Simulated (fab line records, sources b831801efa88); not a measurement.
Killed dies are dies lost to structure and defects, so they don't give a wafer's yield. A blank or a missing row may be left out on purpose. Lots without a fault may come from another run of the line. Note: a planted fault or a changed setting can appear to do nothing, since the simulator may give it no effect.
fab line records	flow sky130
record lots=12	wafers=36	last_day=49
route steps=708 shown NWELL@58 POLY_CUT@315 SD_P@331 SD_N@356 PAD_OPEN@708
lots with no fault: from the same line, run without faults
start_h: the number of hours between the record's first day and the start of the first shown wafer of the lot	wait_h: time in hours since the lot's previous step	" as in the row above	L1.1+2: a single row standing in for several wafers	- no value, or no start was given	* or withheld: withheld	< > ~ a bound
route shown NAME@n: NAME is a module with steps in the file, n the number in the route of the first one	usual: mean/standard deviation of fault-free wafers	same: alike in all rows	chamber/n: place in a boat	sites: the reading at each site	_std_site: how widely they spread, as a standard deviation	_edge_site: mean of outer sites minus mean of inner sites	radius_mm: for every site, how far away it sits from the centre of the wafer	mask NAME#n: copy n	behind: the most recent tool/chamber to have shaped the wafer	hold: the reason the lot was held/the length of the hold in hours/how it ended	device: the transistor (n, p or np) that didn't switch	end of line: tests run on the same wafers once the route is complete	a step given without rows: its recipe and nothing more	killed: dies lost to structure and defects at the first sort, not the wafer's yield	map: the dies of a wafer, with x for killed, . for not killed, _ for no die there
set.NAME: the run value of the setting; set.NAME@STEP: its run value at that earlier step	model.NAME: the simulator's own value behind a step, which no gauge read
steps of the route over a sample of lots; a table a step, a row a wafer
services: when a tool's chamber went out of use (start_h, in hours from the record's first day, below 0 if earlier), for how many hours, and the reason
## steps
# step SKY_NWELL_COAT_05
# recipe spin_rpm=2000	resist_thk_nm=3000
lot.wafer	tool	chamber	start_h	wait_h
L765.2+3+6	litho_track-04	0	98.53	0.1
L767.1+4+5	litho_track-01	0	99.71	0.1
L770.3+5+6	litho_track-03	0	110.27	0.1
L771.1+3+6	litho_track-04	0	121.76	0.1
L773.1+2+5	litho_track-04	0	127.91	0.1
L775.1+2+3	litho_track-03	0	137.57	0.1
L776.2+4+6	litho_track-03	0	146.84	0.1
L777.3+4+6	litho_track-03	0	150.77	0.1
L778.1+3+6	litho_track-03	0	156.87	0.1
L779.2+3+5	litho_track-01	0	161.63	0.1
L780.1+3+4	litho_track-03	0	170.27	0.1
L782.3+4+6	litho_track-04	0	176.71	0.1
# step SKY_NWELL_STRIP_14
# recipe chemistry=O2/N2	power_w=1400	pressure_mtorr=1500	platen_temp_c=withheld	o2_flow_sccm=3000	n2_flow_sccm=300	overash_fraction=0.5
# usual drypump_motor_current_A=5.9/0.39	oes_product_au=0.722/0.0041	strip_time_to_endpoint_s=36.87/0.11
lot.wafer	tool	chamber	start_h	wait_h	drypump_motor_current_A	oes_product_au	rf_hours_counter_h	strip_time_to_endpoint_s
L765.2	plasma_asher-01	1	107.70	0.1	5.9	0.721	41	36.81
L765.3	"	0	"	"	5.5	0.722	-	36.78
L765.6	"	1	"	"	5.9	0.720	-	36.78
L767.1	plasma_asher-01	0	109.55	0.1	5.5	0.724	41	36.64
L767.4	"	1	"	"	6.0	0.718	-	36.72
L767.5	"	0	"	"	5.5	0.719	-	36.83
L770.3	plasma_asher-04	1	120.44	0.1	6.0	0.722	-	36.93
L770.5	"	0	"	"	6.5	0.722	-	36.86
L770.6	"	1	"	"	6.0	0.728	-	36.89
L771.1	plasma_asher-01	0	131.19	0.1	5.5	0.715	43	36.82
L771.3	"	0	"	"	5.5	0.720	-	36.86
L771.6	"	1	"	"	5.9	0.722	-	36.87
L773.1	plasma_asher-01	1	138.75	0.1	5.9	0.713	44	36.94
L773.2	"	0	"	"	5.5	0.722	44	36.71
L773.5	"	1	"	"	5.9	0.720	-	36.87
L775.1	plasma_asher-01	1	147.24	0.1	6.0	0.727	45	36.94
L775.2	"	0	"	"	5.5	0.719	45	37.05
L775.3	"	0	"	"	5.5	0.727	-	37.17
L776.2	plasma_asher-01	1	156.14	0.1	5.9	0.718	46	36.82
L776.4	"	1	"	"	5.9	0.726	-	36.93
L776.6	"	0	"	"	5.5	0.725	-	36.88
L777.3	plasma_asher-03	1	161.83	0.1	5.4	0.726	-	36.92
L777.4	"	0	"	"	6.5	0.719	-	37.06
L777.6	"	0	"	"	6.5	0.723	-	37.04
L778.1	plasma_asher-03	1	166.65	0.1	5.5	0.724	36	23.85
L778.3	"	0	"	"	6.5	0.716	-	23.82
L778.6	"	1	"	"	5.5	0.715	-	23.95
L779.2	plasma_asher-03	0	171.45	0.1	6.5	0.725	37	36.89
L779.3	"	1	"	"	5.5	0.719	-	36.82
L779.5	"	1	"	"	5.5	0.728	-	36.91
L780.1	plasma_asher-04	0	181.15	0.1	6.5	0.711	50	23.74
L780.3	"	0	"	"	6.4	0.722	-	23.77
L780.4	"	1	"	"	6.0	0.718	-	23.82
L782.3	plasma_asher-01	1	187.24	0.1	5.9	0.723	-	36.76
L782.4	"	0	"	"	5.5	0.727	-	36.80
L782.6	"	1	"	"	5.9	0.731	-	36.71
# step SKY_POLY_CUT_CD_MEAS_08
# recipe target_cd_nm=270
# usual cd_nm=270.3/1.3
lot.wafer	tool	chamber	start_h	wait_h	cd_nm
L765.2	cd_sem-01	-	588.63	-	270.0
L765.3	"	-	"	"	268.6
L765.6	"	-	"	"	271.9
L767.1	cd_sem-01	-	590.26	-	269.4
L767.4	"	-	"	"	269.5
L767.5	"	-	"	"	267.6
L770.3	cd_sem-02	-	603.85	-	269.7
L770.5	"	-	"	"	268.9
L770.6	"	-	"	"	269.6
L771.1	cd_sem-01	-	619.56	-	269.1
L771.3	"	-	"	"	268.5
L771.6	"	-	"	"	269.0
L773.1	cd_sem-01	-	639.26	-	271.0
L773.2	"	-	"	"	271.6
L773.5	"	-	"	"	271.2
L775.1	cd_sem-02	-	642.71	-	270.9
L775.2	"	-	"	"	270.8
L775.3	"	-	"	"	271.7
L776.2	cd_sem-01	-	659.03	-	269.7
L776.4	"	-	"	"	270.2
L776.6	"	-	"	"	269.3
L777.3	cd_sem-01	-	671.70	-	271.7
L777.4	"	-	"	"	269.9
L777.6	"	-	"	"	270.1
L778.1	cd_sem-02	-	672.01	-	268.6
L778.3	"	-	"	"	270.4
L778.6	"	-	"	"	268.8
L779.2	cd_sem-02	-	682.58	-	269.2
L779.3	"	-	"	"	270.6
L779.5	"	-	"	"	268.4
L780.1	cd_sem-02	-	692.76	-	270.9
L780.3	"	-	"	"	272.2
L780.4	"	-	"	"	273.8
L782.3	cd_sem-02	-	703.05	-	269.7
L782.4	"	-	"	"	269.6
L782.6	"	-	"	"	270.2
# step SKY_SD_P_TW_MEAS_11
# usual SD_P_TW=2850/28
lot.wafer	tool	chamber	start_h	wait_h	SD_P_TW
L765.2	film_metro-04	-	618.79	0.1	2817
L765.3	"	-	"	"	2814
L765.6	"	-	"	"	2824
L767.1	film_metro-04	-	619.88	0.1	2799
L767.4	"	-	"	"	2807
L767.5	"	-	"	"	2814
L770.3	film_metro-04	-	634.00	0.1	2826
L770.5	"	-	"	"	2815
L770.6	"	-	"	"	2828
L771.1	film_metro-04	-	648.41	0.1	2833
L771.3	"	-	"	"	2833
L771.6	"	-	"	"	2847
L773.1	film_metro-01	-	667.71	0.1	2843
L773.2	"	-	"	"	2837
L773.5	"	-	"	"	2835
L775.1	film_metro-04	-	670.91	0.1	2846
L775.2	"	-	"	"	2837
L775.3	"	-	"	"	2845
L776.2	film_metro-04	-	688.12	0.1	2843
L776.4	"	-	"	"	2833
L776.6	"	-	"	"	2832
L777.3	film_metro-01	-	700.63	0.1	2842
L777.4	"	-	"	"	2840
L777.6	"	-	"	"	2849
L778.1	film_metro-02	-	700.68	0.1	2868
L778.3	"	-	"	"	2868
L778.6	"	-	"	"	2865
L779.2	film_metro-02	-	711.29	0.1	2888
L779.3	"	-	"	"	2896
L779.5	"	-	"	"	2876
L780.1	film_metro-02	-	721.08	0.1	2883
L780.3	"	-	"	"	2886
L780.4	"	-	"	"	2889
L782.3	film_metro-02	-	731.00	0.1	2888
L782.4	"	-	"	"	2890
L782.6	"	-	"	"	2887
# step SKY_SD_N_RTA_14
# recipe temp_c=1075	time_s=2	idle_temp_c=650	ramp_up_c_per_s=150	ramp_down_c_per_s=90	ambient=N2
# usual anneal_temp_c_max=1080.4/1.1	lamp_power_pct=15.74/0.055	wafer_temp_C_max=1077.9/1.3
lot.wafer	tool	chamber	start_h	wait_h	anneal_temp_c_max	lamp_power_pct	wafer_temp_C_max
L765.2	rtp_anneal-01	0	675.75	0.0	1079.5	15.67	1077.5
L765.3	"	0	"	"	1079.4	15.68	1078.7
L765.6	"	0	"	"	1080.1	15.72	1079.0
L767.1	rtp_anneal-01	0	677.63	0.0	1081.0	15.74	1076.6
L767.4	"	0	"	"	1080.4	15.75	1079.0
L767.5	"	0	"	"	1080.9	15.79	1077.6
L770.3	rtp_anneal-02	0	691.40	0.0	1081.1	15.63	1078.1
L770.5	"	0	"	"	1079.0	15.64	1078.7
L770.6	"	0	"	"	1078.9	15.68	1077.5
L771.1	rtp_anneal-01	0	706.24	0.0	1080.2	15.76	1078.0
L771.3	"	0	"	"	1080.4	15.66	1075.9
L771.6	"	0	"	"	1080.7	15.71	1075.7
L773.1	rtp_anneal-02	0	724.80	0.0	1080.6	15.76	1078.9
L773.2	"	0	"	"	1079.9	15.70	1077.3
L773.5	"	0	"	"	1079.3	15.66	1079.0
L775.1	rtp_anneal-01	0	727.14	0.0	1080.1	15.72	1078.6
L775.2	"	0	"	"	1079.6	15.77	1077.1
L775.3	"	0	"	"	1080.4	15.66	1077.2
L776.2	rtp_anneal-02	0	743.85	0.0	1080.1	15.82	1076.4
L776.4	"	0	"	"	1080.5	15.79	1076.5
L776.6	"	0	"	"	1080.0	15.69	1078.8
L777.3	rtp_anneal-01	0	754.97	0.0	1080.3	15.82	1079.9
L777.4	"	0	"	"	1081.5	15.71	1080.1
L777.6	"	0	"	"	1080.9	15.67	1078.2
L778.1	rtp_anneal-02	0	755.07	0.0	1079.0	15.78	1076.9
L778.3	"	0	"	"	1080.5	15.72	1078.6
L778.6	"	0	"	"	1081.0	15.76	1080.2
L779.2	rtp_anneal-01	0	765.08	0.0	1079.8	15.72	1076.9
L779.3	"	0	"	"	1079.9	15.84	1077.8
L779.5	"	0	"	"	1078.6	15.73	1079.1
L780.1	rtp_anneal-02	0	775.13	0.0	1080.8	15.69	1080.6
L780.3	"	0	"	"	1080.8	15.79	1078.4
L780.4	"	0	"	"	1078.3	15.71	1077.1
L782.3	rtp_anneal-02	0	785.35	0.0	1079.7	15.76	1076.6
L782.4	"	0	"	"	1079.7	15.78	1078.8
L782.6	"	0	"	"	1079.7	15.76	1076.9
# step SKY_PAD_OPEN_PROBE_99
# usual killed_at_M0_to_M3=44/6.8	killed_at_M4_up=2.9/1.9	killed_at_contacts=24/5.2	killed_at_front_end=16/4.1	killed_at_other=0.4/0.74	killed_dies=88/9.1	killed_open=48/7.2	killed_short=39/5.6
# same gross_dies=492	killed_at_back_side=0
lot.wafer	tool	chamber	start_h	wait_h	killed_at_M0_to_M3	killed_at_M4_up	killed_at_contacts	killed_at_front_end	killed_at_other	killed_dies	killed_open	killed_short
L778.1	prober-02	-	1153.34	0.1	55	1	26	16	0	98	48	46
L778.3	prober-02	-	1153.44	0.2	44	5	27	21	0	97	52	42
L778.6	prober-02	-	1153.59	0.2	40	4	28	16	0	88	43	43
L780.1	prober-02	-	1166.37	0.1	46	7	23	24	1	101	63	34
L780.3	prober-02	-	1166.47	0.2	49	3	20	28	1	101	56	41
L780.4	prober-02	-	1166.52	0.2	40	1	23	22	0	86	42	43
# killed by level:class
L778.1 VIA1:geometric_particle:open=10 METAL2:geometric_particle:short=10 VIA2:geometric_particle:open=7 LOCAL_INTERCONNECT:geometric_particle:short=6 CONTACT:geometric_particle:short=6 POLY_GATE:geometric_particle:short=5 LI_CONTACT:geometric_particle:open=5 CONTACT:geometric_particle:open=5
L778.3 VIA1:geometric_particle:open=8 LI_CONTACT:geometric_particle:open=7 CONTACT:geometric_particle:short=7 CONTACT:geometric_particle:open=7 METAL1:geometric_particle:short=7 VIA2:geometric_particle:open=7 VIA3:geometric_particle:open=7 LOCAL_INTERCONNECT:geometric_particle:short=5
L778.6 CONTACT:geometric_particle:open=13 METAL2:geometric_particle:short=7 VIA3:geometric_particle:open=7 FIELD_ISO:geometric_particle:short=5 LI_CONTACT:geometric_particle:short=5 VIA1:geometric_particle:short=5 VIA1:geometric_particle:open=5 LOCAL_INTERCONNECT:geometric_particle:short=4
L780.1 LI_CONTACT:geometric_particle:open=12 VIA2:geometric_particle:open=12 POLY_GATE:geometric_particle:open=8 VIA1:geometric_particle:open=8 VIA3:geometric_particle:open=7 METAL4:geometric_particle:short=6 VIA2:geometric_particle:short=5 POLY_GATE:geometric_particle:short=4
L780.3 VIA1:geometric_particle:open=15 CONTACT:geometric_particle:open=10 POLY_GATE:geometric_particle:open=8 POLY_GATE:geometric_particle:short=8 LI_CONTACT:geometric_particle:open=8 METAL3:geometric_particle:short=7 VIA2:geometric_particle:open=6 METAL1:geometric_particle:short=6
L780.4 VIA1:geometric_particle:open=10 LI_CONTACT:geometric_particle:open=8 VIA2:geometric_particle:open=7 FIELD_ISO:geometric_particle:short=6 CONTACT:geometric_particle:short=6 METAL1:geometric_particle:short=6 CONTACT:geometric_particle:open=6 POLY_GATE:geometric_particle:short=5
## services
tool	chamber	start_h	hours	kind
plasma_asher-03	-	114.12	0.9	repair
plasma_asher-04	-	153.00	2.8	pm
plasma_asher-04	-	184.13	0.9	repair
plasma_asher-01	-	193.14	4.3	pm
plasma_asher-04	-	196.42	8.0	repair
plasma_asher-01	-	199.96	8.8	repair
plasma_asher-03	-	207.13	0.5	repair
plasma_asher-01	-	207.85	0.4	repair
plasma_asher-04	-	229.68	6.0	repair
plasma_asher-04	-	250.60	13.1	repair
rtp_anneal-01	-	253.49	0.4	repair
rtp_anneal-01	-	283.86	1.2	pm
plasma_asher-03	-	287.53	2.8	pm
plasma_asher-04	-	296.92	14.6	pm
plasma_asher-03	-	299.26	14.6	pm
rtp_anneal-01	-	318.02	5.4	pm
plasma_asher-04	-	405.42	1.8	repair
plasma_asher-03	-	443.10	3.8	repair
plasma_asher-01	-	453.39	2.4	repair
plasma_asher-01	-	470.93	2.8	pm
plasma_asher-03	-	494.85	0.6	repair
rtp_anneal-02	-	610.67	5.5	pm
plasma_asher-01	-	718.63	0.3	repair
plasma_asher-01	-	733.75	9.0	pm
## key
first_sign step=SKY_NWELL_STRIP_14	reading=strip_time_to_endpoint_s	direction=down	sigmas=99+	usual=*	struck=*
effect none on later readings
met_at SKY_NWELL_COAT_05
struck_lots L778,L780
tester_left_out L778,L780
not_acting_at SKY_POLY_CUT_CD_MEAS_08,SKY_SD_P_TW_MEAS_11,SKY_SD_N_RTA_14
onset_between 150.77 156.87
fault kind=process_parameter_drift	tool=litho_track-03	chamber=-	onset_h=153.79	steps=SKY_NWELL_COAT_05	channel=resist_thk_nm	offset=-1131.8	shape=step	end_h=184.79	acts_in=these_recipes_only	stated=3000
# tester_left_out: of these lots the tester's yield and bins aren't shown, on N5 and GAA mostly nor the transistor test; their killed dies are dies lost to structure and defects alone, not to doping, threshold or leakage, so they don't give the yield
